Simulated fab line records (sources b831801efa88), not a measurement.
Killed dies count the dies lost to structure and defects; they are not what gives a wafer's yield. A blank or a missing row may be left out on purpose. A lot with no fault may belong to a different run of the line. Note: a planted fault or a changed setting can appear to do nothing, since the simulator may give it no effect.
fab line records    flow sky130
[record] lots = 5  wafers = 15  lastDay = 50
route steps=708 shown NWELL@61 PAD_OPEN@708
lots with no fault: from the same line, run without faults
startH: start of the lot's first displayed wafer, in hours after the record's first day    waitH: hours from the lot's prior step to this one    " repeats the value in the row above    L1.1+2: a single row standing in for several wafers    - no value, or no start was given    * or withheld: withheld    < > ~ a bound
route shown NAME@n: names a module that has steps shown in the file, with the first one's number in the route    usual: average and standard deviation across the fault-free wafers    same: alike in all rows    chamber/n: place in a boat    sites: per-site readings    _std_site: their standard deviation    _edge_site: inner sites' mean taken away from outer sites' mean    radiusMm: for every site, how far away it sits from the centre of the wafer    mask NAME#n: copy n    behind: the most recent tool/chamber to have shaped the wafer    hold: reason for holding the lot/hours on hold/outcome of the hold    device: the transistor (n, p or np) that didn't switch    end of line: tests run on the same wafers once the route is complete    step lacking rows: just its recipe    killed: the dies lost at the first sort to structure and to defects; this is not the yield of the wafer    map: shows each die of a wafer: x if killed, . if not, _ if none is there
set.NAME: the setting the step ran with; set.NAME@STEP: the setting that earlier step ran with    model.NAME: the simulator's own value behind a step, which no gauge read
a table for each step, a row for each wafer; lots at some steps of the route
services: the hour from which a tool's chamber was out of use, counted from the record's first day as startH (under 0 if before that day), plus the number of hours and why
[[steps]]
[step SKY_NWELL_PEB_08]
[recipe] tempC = 115  timeS = withheld
[step SKY_NWELL_DEVELOP_09]
[recipe] wallAngleDeg = 90  developer = TMAH  developTimeS = 60  devTempC = 23
[step SKY_NWELL_OVL_MEAS_10]
[usual] NWELL_00_OVL = -0.2/1.5
lot.wafer  tool        chamber  startH  waitH  NWELL_00_OVL[nm]
L981.1     overlay-01  -        102.84  -      0.8
L981.3     "           -        "       "      0.1
L981.6     "           -        "       "      2.2
L989.2     overlay-01  -        152.78  -      -0.7
L989.4     "           -        "       "      -1.0
L989.5     "           -        "       "      -0.8
L990.1     overlay-02  -        157.17  -      -1.1
L990.4     "           -        "       "      -1.0
L990.5     "           -        "       "      -0.3
L998.1     overlay-01  -        202.72  -      -0.2
L998.2     "           -        "       "      -0.6
L998.6     "           -        "       "      2.0
L101.1     overlay-02  -        219.24  -      -1.5
L101.4     "           -        "       "      -0.9
L101.6     "           -        "       "      -1.0
[step SKY_NWELL_IMPLANT_11]
[recipe] species = P  energyKev = 400  doseCm2 = 1.9e+13  tiltDeg = withheld
[step SKY_NWELL_IMPLANT_12]
[recipe] species = P  energyKev = 120  doseCm2 = 1.3e+12  tiltDeg = withheld
[step SKY_NWELL_IMPLANT_13]
[recipe] species = P  energyKev = 50  doseCm2 = 7e+11  tiltDeg = withheld
[step SKY_NWELL_STRIP_14]
[recipe] chemistry = O2/N2  powerW = 1400  pressureMtorr = 1500  platenTempC = withheld  o2FlowSccm = 3000  n2FlowSccm = 300  overashFraction = 0.5
[usual] drypumpMotorCurrentA = 6.0/0.4  oesProductAu = 0.722/0.0043  stripTimeToEndpointS = 36.93/0.096
lot.wafer  tool            chamber  startH  waitH  drypumpMotorCurrentA  oesProductAu  rfHoursCounterH  stripTimeToEndpointS
L981.1     plasmaAsher-01  0        103.32  0.1    6.3                   0.718         41               37.00
L981.3     "               1        "       "      6.5                   0.715         -                37.00
L981.6     "               0        "       "      6.3                   0.722         -                36.95
L989.2     plasmaAsher-04  0        153.26  0.1    5.3                   0.727         49               36.93
L989.4     "               1        "       "      6.0                   0.719         -                36.82
L989.5     "               0        "       "      5.3                   0.719         -                36.88
L990.1     plasmaAsher-02  0        157.65  0.1    5.6                   0.724         43               36.74
L990.4     "               1        "       "      6.0                   0.723         -                36.80
L990.5     "               0        "       "      5.6                   0.723         -                36.79
L998.1     plasmaAsher-01  1        203.20  0.1    6.5                   0.723         9                36.77
L998.2     "               0        "       "      6.3                   0.726         9                36.73
L998.6     "               1        "       "      6.5                   0.718         -                36.80
L101.1     plasmaAsher-02  0        219.72  0.1    5.6                   0.726         50               36.84
L101.4     "               1        "       "      6.0                   0.727         -                36.93
L101.6     "               1        "       "      6.0                   0.723         -                36.88
[step SKY_NWELL_TW_MEAS_15]
[usual] NWELL_TW = 1820/9.2
lot.wafer  tool          chamber  startH  waitH  NWELL_TW
L981.1     filmMetro-02  -        103.42  0.1    1802
L981.3     "             -        "       "      1806
L981.6     "             -        "       "      1814
L989.2     filmMetro-04  -        153.40  0.1    1812
L989.4     "             -        "       "      1818
L989.5     "             -        "       "      1817
L990.1     filmMetro-04  -        157.75  0.1    1820
L990.4     "             -        "       "      1829
L990.5     "             -        "       "      1817
L998.1     filmMetro-03  -        203.30  0.1    1833
L998.2     "             -        "       "      1831
L998.6     "             -        "       "      1832
L101.1     filmMetro-04  -        219.82  0.1    1831
L101.4     "             -        "       "      1821
L101.6     "             -        "       "      1830
[step SKY_NWELL_DEHYDRATE_16]
[recipe] tempC = 200  timeS = 60
[step SKY_NWELL_HMDS_17]
[recipe] primeTimeS = 60  primeTempC = 120
[step SKY_NWELL_COAT_18]
[recipe] spinRpm = 2000  resistThkNm = 3000
[step SKY_NWELL_SOFTBAKE_19]
[recipe] tempC = 110  timeS = withheld
[step SKY_NWELL_EXPOSE_20]
[recipe] maskId = NWM_COMPLEMENT  na = 0.6  sourceShape = conventional  sigmaOuter = 0.6  polarization = unpolarized  targetCdNm = 840  doseMj = 260
[usual] reticleTempC = 23.02/0.11
lot.wafer  tool             chamber  startH  waitH  mask                 reticleTempC
L981.1     ilineStepper-02  0        111.86  -      NWM_COMPLEMENT#0     22.96
L981.3     "                0        "       "      NWM_COMPLEMENT#0     23.02
L981.6     "                0        "       "      NWM_COMPLEMENT#0     23.00
L989.2     ilineStepper-02  0        163.24  -      NWM_COMPLEMENT#0     22.99
L989.4     "                0        "       "      NWM_COMPLEMENT#0     23.08
L989.5     "                0        "       "      NWM_COMPLEMENT#0     23.14
L990.1     ilineStepper-02  0        168.07  -      NWM_COMPLEMENT_R1#0  22.92
L990.4     "                0        "       "      NWM_COMPLEMENT_R1#0  23.04
L990.5     "                0        "       "      NWM_COMPLEMENT_R1#0  23.19
L998.1     ilineStepper-01  0        214.71  -      NWM_COMPLEMENT#0     23.14
L998.2     "                0        "       "      NWM_COMPLEMENT#0     22.88
L998.6     "                0        "       "      NWM_COMPLEMENT#0     23.06
L101.1     ilineStepper-01  0        230.94  -      NWM_COMPLEMENT#0     22.79
L101.4     "                0        "       "      NWM_COMPLEMENT#0     22.97
L101.6     "                0        "       "      NWM_COMPLEMENT#0     23.00
[step SKY_NWELL_PEB_21]
[recipe] tempC = 115  timeS = withheld
[step SKY_PAD_OPEN_PROBE_99]
[usual] killed_at_M0_to_M3 = 42/6.6  killed_at_M4_up = 3.1/1.9  killedAtContacts = 25/5.7  killedAtFrontEnd = 16/5  killedAtOther = 0.2/0.38  killedDies = 86/9.6  killedOnRim = 16/4  killedOpen = 47/7.2  killedShort = 39/6.2
[same] grossDies = 492  killedAtBackSide = 0
lot.wafer  tool       chamber  startH   waitH  killed_at_M0_to_M3  killed_at_M4_up  killedAtContacts  killedAtFrontEnd  killedAtOther  killedDies  killedOnRim  killedOpen  killedShort  model.etest.pfet_16v.rOnOhmUm  model.etest.nfet_16v.rOnOhmUm  model.etest.resIsoPwell.widthNm  model.etest.resNwell.widthNm  model.etest.pfet_16v.driveUaUm
L981.1     prober-02  -        1094.44  0.1    38                  3                26                14                0              81          12           44          37           1.509e+04                      1.415e+04                      2649                             835.2                         242.2
L981.3     prober-02  -        1094.54  0.2    44                  2                21                16                0              83          18           38          45           1.499e+04                      1.411e+04                      2661                             830.6                         242.9
L981.6     prober-02  -        1094.69  0.2    60                  3                27                16                0              106         20           61          45           1.509e+04                      1.416e+04                      2653                             832.2                         243.7
L989.2     prober-02  -        1147.73  0.1    38                  2                42                9                 0              91          22           48          43           1.547e+04                      1.434e+04                      2642                             844.8                         238.5
L989.4     prober-02  -        1147.83  0.2    33                  1                21                19                0              74          14           44          30           1.613e+04                      1.423e+04                      2622                             851.7                         234
L989.5     prober-02  -        1147.88  0.2    52                  2                26                14                0              94          12           55          39           1.558e+04                      1.432e+04                      2646                             846.4                         237.8
L990.1     prober-01  -        1149.13  0.1    43                  5                20                12                0              80          11           51          29           1.65e+04                       1.385e+04                      2539                             887.4                         219.8
L990.4     prober-01  -        1149.28  0.2    40                  1                23                16                0              80          15           49          31           1.64e+04                       1.384e+04                      2537                             883.3                         221.3
L990.5     prober-01  -        1149.33  0.2    62                  6                27                19                0              114         31           61          53           1.658e+04                      1.383e+04                      2538                             890                           218.6
L998.1     prober-01  -        1191.85  0.1    36                  6                23                12                0              77          16           41          36           1.542e+04                      1.413e+04                      2641                             839.9                         244.3
L998.2     prober-01  -        1191.90  0.1    42                  5                25                14                0              86          18           46          40           1.504e+04                      1.417e+04                      2640                             841                           246.4
L998.6     prober-01  -        1192.10  0.2    43                  2                32                20                0              97          20           49          48           1.502e+04                      1.416e+04                      2651                             834.5                         246.1
L101.1     prober-02  -        1197.80  0.1    42                  2                25                10                1              80          13           47          33           1.486e+04                      1.392e+04                      2637                             831.4                         249.9
L101.4     prober-02  -        1197.95  0.2    53                  3                22                9                 0              87          9            40          47           1.537e+04                      1.401e+04                      2654                             835.2                         243.6
L101.6     prober-02  -        1198.05  0.2    44                  5                21                9                 0              79          14           39          40           1.508e+04                      1.403e+04                      2652                             828.7                         245.7
// killed by level:class
L981.1 FIELD_ISO:geometricParticle:open=8 CONTACT:geometricParticle:open=7 VIA2:geometricParticle:open=7 LI_CONTACT:geometricParticle:open=5 LOCAL_INTERCONNECT:geometricParticle:short=5 CONTACT:geometricParticle:short=5 VIA1:geometricParticle:short=5 VIA3:geometricParticle:short=5
L981.3 VIA2:geometricParticle:open=10 CONTACT:geometricParticle:open=9 METAL1:geometricParticle:short=8 VIA3:geometricParticle:open=8 POLY_GATE:geometricParticle:short=7 FIELD_ISO:geometricParticle:short=4 METAL3:geometricParticle:short=4 CONTACT:geometricParticle:short=4
L981.6 VIA1:geometricParticle:open=14 VIA3:geometricParticle:open=12 CONTACT:geometricParticle:open=9 METAL2:geometricParticle:short=8 LI_CONTACT:geometricParticle:open=7 FIELD_ISO:geometricParticle:open=5 LOCAL_INTERCONNECT:geometricParticle:short=5 METAL1:geometricParticle:short=5
L989.2 CONTACT:geometricParticle:open=12 CONTACT:geometricParticle:short=9 LI_CONTACT:geometricParticle:open=8 VIA1:geometricParticle:open=8 METAL1:geometricParticle:short=7 LI_CONTACT:geometricParticle:short=6 VIA2:geometricParticle:open=6 FIELD_ISO:geometricParticle:short=5
L989.4 FIELD_ISO:geometricParticle:open=9 CONTACT:geometricParticle:open=9 LI_CONTACT:geometricParticle:open=6 METAL2:geometricParticle:short=6 VIA1:geometricParticle:short=6 VIA3:geometricParticle:open=5 VIA2:geometricParticle:open=5 CONTACT:geometricParticle:short=3
L989.5 CONTACT:geometricParticle:open=10 VIA1:geometricParticle:open=10 VIA2:geometricParticle:open=8 LI_CONTACT:geometricParticle:open=7 VIA3:geometricParticle:open=7 CONTACT:geometricParticle:short=5 METAL1:geometricParticle:short=5 METAL2:geometricParticle:short=5
L990.1 VIA1:geometricParticle:open=11 CONTACT:geometricParticle:open=8 VIA2:geometricParticle:open=8 LI_CONTACT:geometricParticle:open=6 VIA3:geometricParticle:open=6 METAL1:geometricParticle:short=5 FIELD_ISO:geometricParticle:open=4 CONTACT:geometricParticle:short=4
L990.4 LI_CONTACT:geometricParticle:open=10 VIA1:geometricParticle:open=9 FIELD_ISO:geometricParticle:open=5 CONTACT:geometricParticle:open=5 VIA2:geometricParticle:open=5 METAL2:geometricParticle:short=5 POLY_GATE:geometricParticle:open=4 CONTACT:geometricParticle:short=4
L990.5 VIA1:geometricParticle:open=14 VIA3:geometricParticle:open=13 CONTACT:geometricParticle:open=10 CONTACT:geometricParticle:short=7 METAL2:geometricParticle:short=6 LI_CONTACT:geometricParticle:open=6 VIA3:geometricParticle:short=6 METAL1:geometricParticle:short=6
L998.1 CONTACT:geometricParticle:short=8 LI_CONTACT:geometricParticle:open=7 VIA1:geometricParticle:open=7 VIA1:geometricParticle:short=6 CONTACT:geometricParticle:open=5 METAL1:geometricParticle:open=4 METAL4:geometricParticle:short=4 METAL2:geometricParticle:short=4
L998.2 CONTACT:geometricParticle:short=8 VIA1:geometricParticle:open=8 VIA3:geometricParticle:open=7 VIA2:geometricParticle:open=6 CONTACT:geometricParticle:open=6 METAL2:geometricParticle:short=5 VIA1:geometricParticle:short=4 POLY_GATE:geometricParticle:short=4
L998.6 VIA1:geometricParticle:open=10 LI_CONTACT:geometricParticle:open=9 CONTACT:geometricParticle:open=9 FIELD_ISO:geometricParticle:short=7 CONTACT:geometricParticle:short=7 VIA3:geometricParticle:open=7 METAL1:geometricParticle:short=6 POLY_GATE:geometricParticle:short=5
L101.1 VIA1:geometricParticle:open=11 CONTACT:geometricParticle:open=10 VIA3:geometricParticle:open=7 LI_CONTACT:geometricParticle:open=6 LOCAL_INTERCONNECT:geometricParticle:short=5 VIA2:geometricParticle:open=5 FIELD_ISO:geometricParticle:open=4 VIA1:geometricParticle:short=4
L101.4 VIA1:geometricParticle:open=12 METAL1:geometricParticle:short=11 METAL2:geometricParticle:short=7 VIA1:geometricParticle:short=7 VIA3:geometricParticle:open=7 CONTACT:geometricParticle:open=6 LI_CONTACT:geometricParticle:open=4 LOCAL_INTERCONNECT:geometricParticle:short=4
L101.6 VIA1:geometricParticle:open=10 METAL2:geometricParticle:short=9 CONTACT:geometricParticle:open=7 VIA1:geometricParticle:short=6 VIA2:geometricParticle:open=6 LOCAL_INTERCONNECT:geometricParticle:short=4 CONTACT:geometricParticle:short=4 METAL4:geometricParticle:short=4
[[services]]
tool             chamber  startH  hours  kind
ilineStepper-02  -        88.57   1.7    pm
plasmaAsher-04   -        93.76   3.0    repair
plasmaAsher-01   -        108.75  9.0    pm
plasmaAsher-01   0        108.75  9.0    ventCycle
plasmaAsher-01   1        108.75  9.0    ventCycle
plasmaAsher-01   0        117.75  -      clean
plasmaAsher-01   1        117.75  -      clean
plasmaAsher-02   -        118.22  33.8   repair
plasmaAsher-04   -        145.26  1.1    repair
plasmaAsher-01   -        175.24  3.8    repair
[[key]]
[firstSign] step = SKY_NWELL_EXPOSE_20  reading = mask  direction = changed
effect none on later readings
[modelEffect] step = SKY_PAD_OPEN_PROBE_99  value = etest.pfet_16v.rOnOhmUm  without = 1.565e+04  struck = 1.649e+04
metAt SKY_NWELL_EXPOSE_20
struckWafers L990.1,L990.4,L990.5
testerLeftOut L990
onsetBetween 163.24 168.07
[fault] kind = wrongMask  tool = any  chamber = -  onsetH = 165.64  steps = SKY_NWELL_EXPOSE_20  auxCopy = NWM_COMPLEMENT_R1#0  cdOffsetNm = -101  scope = struckLotsOnly
// testerLeftOut: of these lots the tester's yield and bins aren't shown, on N5 and GAA mostly nor the transistor test; their killed dies are dies lost to structure and defects alone, not to doping, threshold or leakage, so they don't give the yield
